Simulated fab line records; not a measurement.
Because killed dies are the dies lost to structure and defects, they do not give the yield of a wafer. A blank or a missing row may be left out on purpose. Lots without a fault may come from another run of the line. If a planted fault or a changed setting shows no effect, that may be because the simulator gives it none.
A struck lot beside a sound one ; flow sky130 ; 15 steps out of a route of 708
Sound: wafers L944.3, L944.4, L944.6. Wafers L940.2, L940.4, L940.6 were the ones struck. Last of all comes the cause.
Each step with rows lists, per side, the tool, then ch with its chambers, then its first start. Under that, the readings that differ: sound wafers ; struck wafers ; difference of the means ; sigmas: that difference in standard deviations of wafers without a fault.
alike: readings whose means differ by less than 2 such deviations, and words and numbers that are the same on both sides. not compared: withheld readings, readings that some wafer has no value for, bounds like >300 that may hide the same value, and numbers for which the record gives no deviation and whose values overlap.
The two part at a step that has a row with sigmas, a row that says differs or no value, or rows on one side only. Numbers that don't overlap but have no deviation are shown without sigmas and don't part them. A reading missing from all wafers of one side parts the sides only when that side holds two or more wafers.

first, 7 steps without rows for these wafers: SKY_METAL1_HMDS_08 (prime time 60 s); SKY_METAL1_COAT_09 (resist thk 60 nm); SKY_METAL1_COAT_10 (resist thk 450 nm); SKY_METAL1_SOFTBAKE_11 (time 90 s); SKY_METAL1_EXPOSE_12 (exposes mask MM1, target cd 140 nm); SKY_METAL1_PEB_13; SKY_METAL1_DEVELOP_14 (develop time 60 s).
SKY_METAL1_CD_MEAS_15 targets a cd of 140 nm.
  struck on cd-sem-02, day 38 20:45; sound on cd-sem-02, day 39 10:44
  alike: cd-nm
SKY_METAL1_OVL_MEAS_16:
  struck on overlay-01, day 38 20:52; sound on overlay-01, day 39 10:49
  alike: METAL1_OVL
SKY_METAL1_DESCUM_17: chemistry O2, time 8 s.
  sound on rie-metal-01 ch 0, day 39 10:52; struck on rie-metal-02 ch 0,1, day 38 20:53
  alike: drypump-motor-current-A, oes-product-au
  not compared: rf-hours-counter-h
SKY_METAL1_ETCH_18: etches BARC in N2/H2, stops on SiO2, time 45.9 s, target depth 60 nm.
  sound on rie-metal-01 ch 0, day 39 10:57; struck on rie-metal-02 ch 0,1, day 38 20:55
  alike: drypump-motor-current-A, h2-flow-sccm, oes-product-au, throttle-valve-pct
  not compared: rf-hours-counter-h
SKY_METAL1_METAL_ETCH_19: etches the open film in Cl2/BCl3, stops on SiO2, target depth 360 nm, time 78 s.
  sound on rie-metal-01 ch 0, day 39 11:06; struck on rie-metal-02 ch 0,1, day 38 20:59
  alike: bcl3-flow-sccm, drypump-motor-current-A, mfc-cl2-sccm, oes-product-au, throttle-valve-pct
  not compared: rf-hours-counter-h
SKY_METAL1_STRIP_20: strips in O2/N2.
  sound on plasma-asher-01 ch 0,1, day 39 11:15; struck on plasma-asher-04 ch 0,1, day 38 21:05
reading;sound;struck;difference;sigmas
overash-fraction;0.5 0.5 0.5;0.3 0.3 0.3;-0.2;
strip-time-to-endpoint-s (s);2.66 2.67 2.66;2.76 2.73 2.71;+0.07;+2
  alike: drypump-motor-current-A, oes-product-au
  not compared: rf-hours-counter-h
then, 1 step without rows for these wafers: SKY_METAL1_STRIP_21 (strips in post etch residue remover, time 1200 s).
-- the record jumps here: 11 days lie between the struck wafers' starts before and after (it left off in module METAL1 and takes up again in module PAD_OPEN, whose first step shown is number 708 of the route) --
SKY_PAD_OPEN_PROBE_99:
  struck on prober-01, day 50 07:05; sound on prober-01, day 50 15:18
  alike: defect-limited-yield, killed_at_M0_to_M3, killed_at_M4_up, killed-at-contacts, killed-at-front-end, killed-at-other, killed-dies, killed-open, killed-short, sort_bin_3_pad_short, sort_bin_5_function, sort_bin_6_memory, sort-n-pass, sort-yield-pct

## WHERE THEY PART
Within this record, at SKY_METAL1_STRIP_20 only. Later steps at which nothing parts them and some readings are alike: SKY_PAD_OPEN_PROBE_99.

WHY: what had been put in by the simulator
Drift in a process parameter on plasma-asher-04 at SKY_METAL1_STRIP_20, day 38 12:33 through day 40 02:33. A move of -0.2 in setting overash-fraction, from 0.5. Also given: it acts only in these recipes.
